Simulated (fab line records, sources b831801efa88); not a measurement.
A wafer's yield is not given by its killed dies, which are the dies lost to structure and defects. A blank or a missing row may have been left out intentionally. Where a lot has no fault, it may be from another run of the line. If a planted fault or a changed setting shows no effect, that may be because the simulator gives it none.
Matching of chambers	flow sky130	SKY_CAPM_CVD_00 on pecvd-01: 3 sister chambers
The step deposits SiO2, target thk 15.5 nm. 27 wafers are shown with their chamber, then 12 later ones without.

## WAFERS, EACH WITH ITS CHAMBER
wafer	chamber	heaterPowerW (W)
L076.2	2	783
L076.3	0	734
L076.4	1	547
L078.1	2	690
L078.2	0	688
L078.3	1	531
L078.4	0	681
L078.5	1	528
L078.6	2	690
L080.2	0	716
L080.3	1	502
L080.5	1	515
L081.3	0	671
L081.4	1	430
L081.5	2	766
L082.1	1	530
L082.2	2	764
L082.4	2	779
L082.3	1	532
L082.5	2	784
L082.6	1	539
L084.1	2	766
L084.2	0	617
L084.4	0	613
L089.1	2	704
L089.2	0	734
L089.6	1	541

SIGNATURES, as means of the wafers listed above
reading	chamber 0	chamber 1	chamber 2	scatter within a chamber
heaterPowerW	681.75	519.50	747.33	40.4
Rule: for a wafer and a chamber, the distance is found by dividing, reading by reading, the gap between the wafer's reading and the chamber's mean by the reading's scatter, squaring, summing and taking the root. If the next closest chamber is less than 2 further off than the closest, the wafer can't be placed; otherwise it belongs to the closest. The scatter: take each reading less its chamber's mean, square it, sum over the shown wafers, divide by the number of wafers less the number of chambers, and take the root.

## WAFERS WITHOUT THEIR CHAMBER
wafer	heaterPowerW (W)
L090.4	711
L090.5	759
L090.6	490
L094.1	518
L094.2	719
L094.3	763
L094.4	525
L094.5	696
L094.6	780
L097.1	530
L097.2	781
L097.6	780

## WHICH CHAMBER EACH WENT THROUGH
wafer	from the rows above	in truth
L090.4	can't be placed: 0 or 2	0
L090.5	can't be placed: 2 or 0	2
L090.6	1	1
L094.1	1	1
L094.2	can't be placed: 2 or 0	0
L094.3	can't be placed: 2 or 0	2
L094.4	1	1
L094.5	can't be placed: 0 or 2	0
L094.6	can't be placed: 2 or 0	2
L097.1	1	1
L097.2	can't be placed: 2 or 0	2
L097.6	can't be placed: 2 or 0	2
Placed correctly: 4 of 12. Not placeable from these rows: 8 (in 8, the candidates include the true chamber). Placed wrongly: 0.
